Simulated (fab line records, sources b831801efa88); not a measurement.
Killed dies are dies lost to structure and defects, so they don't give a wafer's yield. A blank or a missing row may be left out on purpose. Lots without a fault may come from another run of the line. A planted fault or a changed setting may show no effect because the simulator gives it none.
One fault seen from 2 desks | flow sky130 | each desk has only its own numbers; what lay behind them comes last

THE METROLOGY DESK
What the gauges read, lot by lot, whatever tool the lot ran on: means of the sampled wafers that have a number. A lot is out of limits, marked OUT, if its mean lies more than 4 standard deviations from the usual mean; the brackets give that distance.
Columns: A = VIA3_BOW at SKY_VIA3_BOW_MEAS_03, usual 78 um; B = cd_nm at SKY_VIA3_CD_MEAS_12, usual 199.8 nm; C = VIA3_OVL at SKY_VIA3_OVL_MEAS_13, usual 1 nm
lot  | first seen here | A  | B     | C
L451 | day 40 16:32    | 74 | 201.7 | -6
L457 | day 42 05:58    | 79 | 200.1 | -1
L460 | day 43 01:51    | 88 | 200.6 | 3
L467 | day 44 20:38    | 70 | 200.4 | -1
L468 | day 45 02:21    | 73 | 202.4 | 10
This desk's finding: nothing out of limits on any of the 5 lots.

THE TOOL OWNER'S DESK: rie_diel-02
The tool's own readings at SKY_VIA3_ETCH_14 (etches BARC in N2/H2, stops on SiO2, time 45.9 s, target depth 60 nm): means of the sampled wafers that have a number, for each lot that ran on this tool. A lot is out of limits, marked OUT, if its mean lies more than 4 standard deviations from the usual mean; the brackets give that distance.
Columns: A = drypump_motor_current_A at SKY_VIA3_ETCH_14, usual 5.8 A; B = oes_product_au at SKY_VIA3_ETCH_14, usual 0.855 a.u.; C = run_length_s at SKY_VIA3_ETCH_14, usual 74.3 s; D = throttle_valve_pct at SKY_VIA3_ETCH_14, usual 13.226 %
lot  | first seen here | A   | B               | C               | D
L457 | day 43 05:34    | 5.5 | 0.914 (+13) OUT | 71.0 (-8.0) OUT | 13.227
L467 | day 45 17:47    | 5.8 | 0.858           | 74.3            | 13.229
This desk's finding: out of limits on L457; first on L457, day 43 05:34 (oes_product_au at SKY_VIA3_ETCH_14). In limits: L467.

PUT TOGETHER
The tool owner's desk could have raised an alarm at day 43 05:34, on L457.
The metrology desk saw nothing out of limits.
The metrology desk has L457 on record, within its limits.
Of the lots named, all ran SKY_VIA3_ETCH_14 on rie_diel-02.

WHAT THE SIMULATOR HAD PUT IN
Process parameter drift: rie_diel-02, from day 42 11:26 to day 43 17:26, at SKY_VIA3_ETCH_14. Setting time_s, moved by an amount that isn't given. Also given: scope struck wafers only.
Lots struck among those shown: L457.
Hours from the fault's start to each desk's first reading out of limits: the tool owner's desk, 18.
